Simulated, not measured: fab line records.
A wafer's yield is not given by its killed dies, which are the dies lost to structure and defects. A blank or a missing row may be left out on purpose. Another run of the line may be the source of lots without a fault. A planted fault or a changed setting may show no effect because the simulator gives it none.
A lot that was struck, set against a sound lot + flow sky130 + 26 steps out of a route of 708
Sound: wafers L607.3, L607.4, L607.6. Struck: wafer L615.5; the same lot's L615.6 was not struck, so it is left out; see the end for the cause.
At each step with rows: each side's tool, then ch and its chambers, then its first start. Under that, the readings that differ: sound wafers + struck wafers + difference of the means + sigmas: that difference in standard deviations of wafers without a fault.
alike: readings with means less than 2 such deviations apart, plus words and numbers identical on both sides. not compared: withheld readings, readings lacking a value on some wafer, bounds such as >300 that could conceal the same value, and numbers that have no deviation in the record and whose values overlap.
Wherever a step has rows on one side only, a row that says differs or no value, or a row with sigmas, the two part there. Numbers that don't overlap but have no deviation are shown without sigmas and don't part them. Lack of a reading on every wafer of one side parts them only where that side has two or more wafers.

SKY_LI_CONTACT_CVD_21: deposits W, target thk 400 nm, time 120.56 s.
  sound on cvd-w-01 ch 0,1, day 31 16:40; struck on cvd-w-01 ch 1, day 34 18:11
| reading            | sound       | struck | difference | sigmas |
|--------------------|-------------|--------|------------|--------|
| heater-power-w (W) | 839 807 859 | 882    | +47        | +2     |
  alike: chamber-pressure-Torr
SKY_LI_CONTACT_RS_MEAS_22: uses a four-point probe to measure.
  sound on film-metro-01, day 31 16:47; struck on film-metro-02, day 34 18:19
  alike: LI_CONTACT_W_RS
SKY_LI_CONTACT_THK_MEAS_23: measures by xrf.
  sound on film-metro-01, day 31 16:53; struck on film-metro-02, day 34 18:23
  alike: LI_CONTACT_W_THK
SKY_LI_CONTACT_CMP_24: polishes, stops on PSG, t overpolish 20 s, target thk 0 nm.
  sound on cmp-01 ch 0,1, day 31 16:55; struck on cmp-02 ch 3, day 34 18:37
  alike: motor-current-A, overpolish-run-s, time-to-endpoint-s
SKY_LOCAL_INTERCONNECT_SPUTTER_00: material TiN, target thk 100 nm, time 83.3 s.
  sound on pvd-sputter-04, day 31 17:13; struck on pvd-sputter-04, day 34 18:44
| reading                | sound          | struck | difference | sigmas |
|------------------------|----------------|--------|------------|--------|
| throttle-valve-pct (%) | 29.0 27.8 27.8 | 30.0   | +1.8       | +2     |
SKY_LOCAL_INTERCONNECT_RS_MEAS_01: uses a four-point probe to measure.
  sound on film-metro-04, day 31 17:19; struck on film-metro-03, day 34 18:51
  alike: LOCAL_INTERCONNECT_TIN_RS
SKY_LOCAL_INTERCONNECT_THK_MEAS_02: measures by xrf.
  sound on film-metro-04, day 31 17:25; struck on film-metro-03, day 34 18:56
  alike: LOCAL_INTERCONNECT_TIN_THK
then, 5 steps without rows for these wafers: SKY_LOCAL_INTERCONNECT_DEHYDRATE_03 (time 60 s); SKY_LOCAL_INTERCONNECT_HMDS_04 (prime time 60 s); SKY_LOCAL_INTERCONNECT_COAT_05 (resist thk 60 nm); SKY_LOCAL_INTERCONNECT_COAT_06 (resist thk 450 nm); SKY_LOCAL_INTERCONNECT_SOFTBAKE_07 (time 90 s).
SKY_LOCAL_INTERCONNECT_EXPOSE_08: exposes mask LI1M, target cd 170 nm.
  sound on krf-scanner-01 ch 0, day 32 07:25; struck on krf-scanner-01 ch 0, day 35 07:57
  alike: mask, exposure-dose-mJ-cm2
then, 2 steps without rows for these wafers: SKY_LOCAL_INTERCONNECT_PEB_09; SKY_LOCAL_INTERCONNECT_DEVELOP_10 (develop time 60 s).
SKY_LOCAL_INTERCONNECT_CD_MEAS_11 targets a cd of 170 nm.
  sound on cd-sem-01, day 32 20:53; struck on cd-sem-02, day 35 20:47
| reading    | sound             | struck | difference | sigmas |
|------------|-------------------|--------|------------|--------|
| cd-nm (nm) | 168.0 168.2 166.7 | 58.8   | -108.8     | -64    |
SKY_LOCAL_INTERCONNECT_OVL_MEAS_12:
  sound on overlay-01, day 32 20:59; struck on overlay-02, day 35 20:52
  alike: LOCAL_INTERCONNECT_OVL
SKY_LOCAL_INTERCONNECT_ETCH_13: etches BARC in N2/H2, stops on SiO2, time 45.9 s, target depth 60 nm.
  sound on rie-metal-03 ch 0,1, day 32 21:02; struck on rie-metal-03 ch 1, day 35 20:55
| reading                             | sound             | struck | difference | sigmas |
|-------------------------------------|-------------------|--------|------------|--------|
| model.LOCAL_INTERCONNECT.cd-nm (nm) | 167.7 167.8 166.2 | 58.9   | -108.3     |        |
  alike: drypump-motor-current-A, n2-flow-sccm, oes-product-au, throttle-valve-pct
  not compared: rf-hours-counter-h
SKY_LOCAL_INTERCONNECT_METAL_ETCH_14: etches TiN in Cl2/BCl3, stops on PSG, target depth 110 nm, time 31.4 s.
  sound on rie-metal-03 ch 0,1, day 32 21:05; struck on rie-metal-03 ch 1, day 35 20:58
| reading                             | sound             | struck | difference | sigmas |
|-------------------------------------|-------------------|--------|------------|--------|
| model.LOCAL_INTERCONNECT.cd-nm (nm) | 168.3 169.2 167.5 | 59.44  | -108.89    |        |
  alike: drypump-motor-current-A, oes-product-au, throttle-valve-pct
  not compared: rf-hours-counter-h
SKY_LOCAL_INTERCONNECT_STRIP_15: strips in O2/N2.
  sound on plasma-asher-03 ch 0,1, day 32 21:10; struck on plasma-asher-01 ch 1, day 35 21:03
  alike: drypump-motor-current-A, n2-flow-sccm, oes-product-au, strip-time-to-endpoint-s
  not compared: rf-hours-counter-h
then, 3 steps without rows for these wafers: SKY_LOCAL_INTERCONNECT_STRIP_16 (strips in post etch residue remover, time 1200 s); SKY_LOCAL_INTERCONNECT_CLEAN_17 (cleans in IPA, time 180 s); SKY_LOCAL_INTERCONNECT_CLEAN_18 (cleans in O3/DIW).
SKY_CONTACT_CVD_00: deposits Si3N4, target thk 75 nm.
  the record has rows for the sound wafers here (pecvd-02 ch 0,2, day 32 21:43) and none for the struck ones
SKY_CONTACT_THK_MEAS_01:
  rows exist in the record for the sound wafers here (film-metro-01, day 32 21:46), none for the struck ones
-- the record jumps here: 14 days lie between the struck wafers' starts before and after (it left off in module CONTACT and takes up again in module PAD_OPEN, whose first step shown is number 708 of the route) --
SKY_PAD_OPEN_PROBE_99:
  sound on prober-01, day 47 16:16; struck on prober-01, day 49 15:58
| reading                       | sound             | struck | difference | sigmas |
|-------------------------------|-------------------|--------|------------|--------|
| model.etest.mcon-chain.rc-ohm | 16.79 16.79 17.23 | 30.15  | +13.21     |        |
| model.etest.ring_5v.no-ring   | 0 0 0             | 1      | +1         |        |
| model.etest.res-li.open       | 0 0 0             | 1      | +1         |        |
| model.etest.ring_1v8.no-ring  | 0 0 0             | 1      | +1         |        |

== WHERE THEY PART ==
Earliest at SKY_LI_CONTACT_CVD_21; latest, in this record, at SKY_CONTACT_THK_MEAS_01.

WHY: whatever the simulator had introduced
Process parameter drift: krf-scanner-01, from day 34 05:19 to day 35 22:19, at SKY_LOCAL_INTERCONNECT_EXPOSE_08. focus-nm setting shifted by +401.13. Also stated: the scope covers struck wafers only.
